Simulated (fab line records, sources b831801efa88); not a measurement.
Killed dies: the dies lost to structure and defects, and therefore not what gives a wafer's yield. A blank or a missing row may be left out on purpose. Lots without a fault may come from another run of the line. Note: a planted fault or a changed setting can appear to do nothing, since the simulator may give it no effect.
Which of the tools did it? | flow sky130 | Sampling: 12 lots, 36 wafers, 3 of 708 route steps

== WHAT EACH GAUGE READ, for each wafer ==
SKY_VT_ADJUST_HVTP_OVL_MEAS_08. Usual: VT_ADJUST_HVTP_OVL gives -0.3 nm (standard deviation 1.3).
lot  | measured     | on         | VT_ADJUST_HVTP_OVL (nm) | flag
L595 | day 6 04:14  | overlay-01 | -2.0 0.7 -2.5           |
L596 | day 6 15:33  | overlay-02 | -1.5 0.4 -0.3           |
L602 | day 8 00:08  | overlay-01 | -0.5 0.1 0.3            |
L603 | day 8 05:41  | overlay-02 | 1.9 -0.2 0.1            |
L604 | day 8 11:30  | overlay-02 | -1.4 0.2 -2.7           |
L605 | day 8 18:11  | overlay-01 | 0.0 -0.8 -0.5           |
L609 | day 9 23:35  | overlay-02 | -0.4 0.3 -0.4           |
L610 | day 10 05:40 | overlay-02 | 0.2 1.3 2.5             |
L611 | day 10 10:21 | overlay-01 | 0.7 -1.4 -0.9           |
L616 | day 11 15:48 | overlay-02 | -0.8 -1.7 1.7           |
L617 | day 12 08:26 | overlay-01 | -2.6 -1.0 -1.0          |
L618 | day 12 09:38 | overlay-01 | -0.6 -0.7 -1.2          |

SKY_GATE_OXIDE_TW_MEAS_14. Usual: GATE_OXIDE_TW gives 225.7 (standard deviation 1.7).
lot  | measured     | on            | GATE_OXIDE_TW     | flag
L595 | day 13 22:11 | film-metro-04 | 224.3 223.5 223.9 |
L596 | day 14 10:07 | film-metro-03 | 223.6 224.0 224.5 |
L602 | day 16 09:06 | film-metro-01 | 225.0 226.2 226.5 |
L603 | day 16 15:59 | film-metro-03 | 226.6 225.4 226.4 |
L604 | day 17 06:05 | film-metro-03 | 275.1 277.3 275.4 | OFF
L605 | day 17 13:25 | film-metro-04 | 275.9 274.7 277.3 | OFF
L609 | day 18 23:07 | film-metro-01 | 277.8 278.0 279.0 | OFF
L610 | day 19 06:50 | film-metro-03 | 224.4 222.7 223.9 |
L611 | day 19 12:58 | film-metro-04 | 224.0 221.7 223.7 |
L616 | day 22 00:21 | film-metro-03 | 227.4 226.9 226.5 |
L617 | day 21 22:11 | film-metro-04 | 223.5 223.1 224.4 |
L618 | day 22 06:45 | film-metro-03 | 225.7 225.4 225.9 |

== EACH LOT AND THE TOOL THAT RAN IT (in order: tool; ch and the chambers of the sampled wafers; start) ==
lot  | SKY_GATE_OXIDE_IMPLANT_11
L595 | implanter-04 ch 0, day 13 21:52
L596 | implanter-01 ch 0, day 14 09:46
L602 | implanter-01 ch 0, day 16 08:45
L603 | implanter-01 ch 0, day 16 15:39
L604 | implanter-02 ch 0, day 17 05:13
L605 | implanter-04 ch 0, day 17 12:10
L609 | implanter-04 ch 0, day 18 22:25
L610 | implanter-04 ch 0, day 19 06:28
L611 | implanter-04 ch 0, day 19 12:35
L616 | implanter-02 ch 0, day 22 00:01
L617 | implanter-04 ch 0, day 21 21:52
L618 | implanter-01 ch 0, day 22 06:25
- SKY_GATE_OXIDE_IMPLANT_11

== AS READ BY THE TOOLS THEMSELVES (means over the sampled wafers that have a number; for cases with no such wafer, the mark the record gives instead) ==
SKY_GATE_OXIDE_IMPLANT_11. Usual: beam-energy-keV at 9.999, with a standard deviation of 0.0031.
lot  | tool         | beam-energy-keV | flag
L595 | implanter-04 | 9.997           |
L596 | implanter-01 | 9.999           |
L602 | implanter-01 | 10.003          |
L603 | implanter-01 | 10.000          |
L604 | implanter-02 | 9.999           |
L605 | implanter-04 | 9.999           |
L609 | implanter-04 | 10.000          |
L610 | implanter-04 | 10.000          |
L611 | implanter-04 | 9.996           |
L616 | implanter-02 | 10.004          |
L617 | implanter-04 | 10.002          |
L618 | implanter-01 | 9.996           |

== THE ANSWER, worked out from the rows above alone ==
Rule: a lot is off if the mean of its wafers that have a number lies more than 3 standard deviations from the usual mean. Also off: a lot with no number at a reading for which 4 or more lots have one. The other lots that the step has rows for count as sound. Order of review: gauges by route order, followed by the tools' own readings, for which a lot's mean as printed above is used. At the first step where some lot is off, the reading lying furthest off is the one used; lots without a number count as furthest.
Off: at SKY_GATE_OXIDE_TW_MEAS_14 (GATE_OXIDE_TW), L604, L605, L609.
A tool fits if, at a process step before that reading, it ran every lot that is off, and no sound lot after the first of them. Gauges at SKY_GATE_OXIDE_TW_MEAS_14: tried the same way as those tools. Not one of the candidates tried fits.

== WHAT HAD BEEN PUT IN BY THE SIMULATOR ==
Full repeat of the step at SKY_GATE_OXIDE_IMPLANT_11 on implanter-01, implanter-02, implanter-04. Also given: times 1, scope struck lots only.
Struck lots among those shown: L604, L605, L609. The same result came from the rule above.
